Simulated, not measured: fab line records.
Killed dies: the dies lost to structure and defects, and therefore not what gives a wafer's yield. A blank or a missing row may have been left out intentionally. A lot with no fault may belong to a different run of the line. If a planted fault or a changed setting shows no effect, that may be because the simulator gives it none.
Struck lot and sound lot, side by side    flow sky130    20 steps out of a route of 708
Sound: the wafers L738.1, L738.2, L738.3. The struck wafers were L752.2, L752.4, L752.5. At the end, the cause is stated.
At each step with rows: each side's tool, then ch and its chambers, then its first start. Under that, the readings that differ: sound wafers    struck wafers    difference of the means    sigmas: that difference in standard deviations of wafers without a fault.
alike: words and numbers the same on both sides, and readings whose means are apart by under 2 such deviations; not compared: readings that were withheld, readings missing a value for some wafer, numbers with overlapping values and no deviation given by the record, and bounds like >300 which may hide the same value.
Wherever a step has rows on one side only, a row that says differs or no value, or a row with sigmas, the two part there. Numbers that have no deviation but don't overlap get no sigmas and don't part them. A reading that every wafer of one side lacks parts them only if that side has two wafers or more.

SKY_PASSIVATION_THK_MEAS_03:
  sound on film metro-02 at day 45 07:40; struck on film metro-03 at day 48 13:18
  alike: PASSIVATION_CVD_02_THK
then, 7 steps without rows for these wafers: SKY_PASSIVATION_DEHYDRATE_04 (time 60 s); SKY_PASSIVATION_HMDS_05 (prime time 60 s); SKY_PASSIVATION_COAT_06 (resist thk 3000 nm); SKY_PASSIVATION_SOFTBAKE_07; SKY_PASSIVATION_EXPOSE_08 (exposes mask NSM, target cd 3000 nm); SKY_PASSIVATION_PEB_09; SKY_PASSIVATION_DEVELOP_10 (develop time 60 s).
SKY_PASSIVATION_ETCH_11: etches the open film in CF4/O2, stops on AlCu, target depth 725 nm, time 161.1 s.
  sound on rie diel-04 ch 0,1,2, day 46 05:40; struck on rie diel-03 ch 0,2,3, day 49 06:44
  alike: drypump motor current A, oes product au, throttle valve pct
  not compared: rf hours counter h
SKY_PASSIVATION_STRIP_12: strips in O2/N2.
  sound on plasma asher-03 ch 0,1, day 46 05:46; struck on plasma asher-03 ch 1, day 49 06:50
  alike: drypump motor current A, oes product au, strip time to endpoint s
  not compared: rf hours counter h
then, 2 steps without rows for these wafers: SKY_PAD_OPEN_DEHYDRATE_00 (time 60 s); SKY_PAD_OPEN_HMDS_01 (prime time 60 s).
SKY_PAD_OPEN_COAT_02: resist thk 3000 nm.
  sound on litho track-01 ch 0, day 46 16:47; struck on litho track-02 ch 0, day 49 15:29
reading                                     sound                 struck                difference  sigmas
spin speed rpm (rpm)                        2000.3 1999.0 2001.0  2038.8 2042.5 2040.4  +40.5       +29
model.coat_of_PAD_OPEN_COAT_02.thk nm (nm)  2999 2997 2996        2978 2975 2979        -20         
  alike: chill plate temp C
then, 3 steps without rows for these wafers: SKY_PAD_OPEN_SOFTBAKE_03; SKY_PAD_OPEN_EXPOSE_04 (exposes mask PDM, target cd 60000 nm); SKY_PAD_OPEN_PEB_05.
SKY_PAD_OPEN_DEVELOP_06: develop time 60 s.
  sound on litho track-04 ch 0; struck on litho track-04 ch 0
reading                                     sound           struck          difference  sigmas
model.coat_of_PAD_OPEN_COAT_02.thk nm (nm)  2998 2996 2994  2977 2974 2978  -20         
  alike: chill plate temp C
SKY_PAD_OPEN_ETCH_07: etches the open film in CF4/O2, stops on AlCu, target depth 725 nm, time 161.1 s.
  sound on rie diel-01 ch 0,2,3, day 47 02:49; struck on rie diel-01 ch 1,3, day 50 00:13
  alike: drypump motor current A, oes product au, throttle valve pct
  not compared: rf hours counter h
SKY_PAD_OPEN_STRIP_08: strips in O2/N2.
  sound on plasma asher-03 ch 0,1, day 47 02:55; struck on plasma asher-01 ch 0,1, day 50 00:19
  alike: drypump motor current A, oes product au, strip time to endpoint s
  not compared: rf hours counter h
then, 1 step without rows for these wafers: SKY_PAD_OPEN_STRIP_09 (strips in post etch residue remover, time 1200 s).

== WHERE THEY PART ==
At SKY_PAD_OPEN_COAT_02 and nowhere else, as far as this record goes. Later steps at which nothing parts them and some readings are alike: SKY_PAD_OPEN_DEVELOP_06, SKY_PAD_OPEN_ETCH_07, SKY_PAD_OPEN_STRIP_08.

WHY: the cause the simulator had injected
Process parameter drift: litho track-02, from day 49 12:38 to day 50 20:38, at SKY_PAD_OPEN_COAT_02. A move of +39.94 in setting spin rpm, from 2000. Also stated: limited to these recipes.
